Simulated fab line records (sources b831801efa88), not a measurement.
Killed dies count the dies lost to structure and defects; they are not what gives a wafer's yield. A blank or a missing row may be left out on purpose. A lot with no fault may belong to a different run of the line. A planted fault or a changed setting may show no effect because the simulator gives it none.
Code-filled problem report in 8D (eight disciplines) form	flow sfqLine	the parts of the form that need people (team, actions taken, sign-off) are left out

1. WHAT IS WRONG
Wafers free of any fault read 7.05 ohm/sq (standard deviation 0.083) for R5_MONX_RS at SFQ_R5_RS_MEAS_933, against a mean of 8.40 ohm/sq on 4 wafers of 3 lots. Measured from the usual mean, that is +16 standard deviations.
The step: measures by four-point-probe.
First seen on wafer L141.3, day 66 23:52, on filmMetro-01. The record has a number at this step for 43 wafers belonging to 15 lots. By rule, "out" or "out of limits" means more than 4 standard deviations away from the usual mean. The other wafers with a number count as sound.

2. WHAT IT IS, WHAT IT ISN'T
question	is	is not
which readings at this step	R5_MONX_RS	-
which lots	L141, L144, L146	L134, L136, L137, L138, L139, L148, L152, L153, L154, L155, L156, L157
which wafers of those lots	L141.3, L144.3, L144.5, L146.3	L141.2, L146.1, L146.4
read on which gauges	filmMetro-01, filmMetro-02, filmMetro-03	-
when	from day 66 23:52	up to then (16 sound wafers); but 23 sound wafers of L146, L148, L152, L153, L154, L155, L156, L157 came after

3. SUSPECTS, AND WHAT RULES EACH OUT
Counting: if a tool at a process step up to the reading ran every lot that is out, it stays a suspect. Sound lots after the first of them don't rule it out here, since some wafers of a struck lot are sound.
- ruled out: the gauge at SFQ_R5_RS_MEAS_933. The wafers that are out were read on 3 gauges (filmMetro-01, filmMetro-02, filmMetro-03).
- pvdSputter-03 at SFQ_TRILAYER_R5_DEP_SPUTTER_133 (material MoNx, target thk 40 nm, time 66.7 s): kept. It ran every lot that is out, first L141 (day 66 23:47); its last sound lot up to then is L138 (day 65 21:10).
Remaining after the count: pvdSputter-03 at SFQ_TRILAYER_R5_DEP_SPUTTER_133.

4. THE CAUSE (what the simulator had put in)
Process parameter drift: pvdSputter-03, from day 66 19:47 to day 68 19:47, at SFQ_TRILAYER_R5_DEP_SPUTTER_133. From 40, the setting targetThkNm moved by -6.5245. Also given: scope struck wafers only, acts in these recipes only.
This tool alone remained once counting was done.

5. THE EFFECT CHAIN, in route order
Each row: a reading whose mean over the struck wafers that have a number lies more than 3 standard deviations from the usual. Only readings for which the record gives a usual standard deviation are gone through. hours: the time from each lot's start at the first step in this table that gives one to its start at this step, as a median over the lots. sigmas: the change in usual standard deviations.
hours	step	reading	usual	on struck wafers	change	sigmas
0	SFQ_R5_RS_MEAS_933	R5_MONX_RS	7.05 ohm/sq	8.40	+1.35	+16
3	SFQ_R5_THK_MEAS_934	R5_MONX_THK	39.7 nm	32.9	-6.8	-14

6. HOW IT WOULD HAVE BEEN CAUGHT EARLIER
The first out-of-limits reading at a measuring or inspecting step in this record came at day 66 23:52, 4 hours after the fault's start at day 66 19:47.
No tool reading at SFQ_TRILAYER_R5_DEP_SPUTTER_133 that has a usual standard deviation in the record was out on any struck wafer, so an alarm limit of 4 standard deviations on those readings would not have fired.
Lots out: 3; of these, L144, L146 started SFQ_TRILAYER_R5_DEP_SPUTTER_133 on pvdSputter-03 after day 66 23:52. A hold on the tool at that time would have spared those 2.
